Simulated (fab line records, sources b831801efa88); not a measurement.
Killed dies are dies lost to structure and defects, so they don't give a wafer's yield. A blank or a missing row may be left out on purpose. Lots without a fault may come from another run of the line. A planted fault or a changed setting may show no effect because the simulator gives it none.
Which tool did it? | flow sky130 | 6 lots, 18 wafers sampled, at 3 steps of a route of 708

WHAT THE GAUGES READ, wafer by wafer
SKY_VT_ADJUST_HVTR_TW_MEAS_11.
lot  | measured     | on            | VT_ADJUST_HVTR_TW
L933 | day 10 00:52 | film_metro-03 | 214.6 214.6 214.8
L941 | day 12 03:54 | film_metro-02 | 211.8 212.4 211.7
L943 | day 12 15:58 | film_metro-03 | 262.6 263.0 262.1
L949 | day 14 14:24 | film_metro-03 | 214.0 211.5 212.1
L953 | day 15 20:12 | film_metro-01 | 212.0 212.6 211.9
L955 | day 16 06:33 | film_metro-01 | 211.7 212.0 211.6

WHICH TOOL RAN EACH LOT (tool, then ch and the chambers of the sampled wafers, then the start)
lot  | SKY_VT_ADJUST_HVTR_IMPLANT_09   | SKY_VT_ADJUST_HVTR_STRIP_10
L933 | implanter-04 ch 0, day 10 00:38 | plasma_asher-01 ch 0,1, day 10 00:46
L941 | implanter-04 ch 0, day 12 03:39 | plasma_asher-01 ch 1, day 12 03:48
L943 | implanter-02 ch 0, day 12 15:24 | plasma_asher-01 ch 0,1, day 12 15:52
L949 | implanter-03 ch 0, day 14 14:09 | plasma_asher-03 ch 0,1, day 14 14:18
L953 | implanter-02 ch 0, day 15 19:57 | plasma_asher-01 ch 0,1, day 15 20:06
L955 | implanter-02 ch 0, day 16 06:18 | plasma_asher-04 ch 0,1, day 16 06:27
- SKY_VT_ADJUST_HVTR_IMPLANT_09
- SKY_VT_ADJUST_HVTR_STRIP_10: strips in O2/N2.

THE ANSWER, worked out from the rows above alone
Rule: what is usual is taken from the lots themselves. Put in order of their means at a reading, lots are off if they are a third of the lots or fewer, leave a main group of 4 or more, and stand apart from it by a gap of 3 or more times the standard deviation of the main group's means; of several such gaps the widest counts. A main group whose means are all the same, to the digits that the tables above print for the reading, isn't used. A lot without any number at a reading at which 4 lots or more have one is off too. The other lots that the step has rows for count as sound.
Off: L943, at SKY_VT_ADJUST_HVTR_TW_MEAS_11 (VT_ADJUST_HVTR_TW). The main group: mean 212.6, standard deviation 1.1.
A tool fits if, at a process step before that reading, it ran every lot that is off, and no sound lot after the first of them. The gauges at SKY_VT_ADJUST_HVTR_TW_MEAS_11 are tried like those tools. None of those tried fits.

WHAT THE SIMULATOR HAD PUT IN
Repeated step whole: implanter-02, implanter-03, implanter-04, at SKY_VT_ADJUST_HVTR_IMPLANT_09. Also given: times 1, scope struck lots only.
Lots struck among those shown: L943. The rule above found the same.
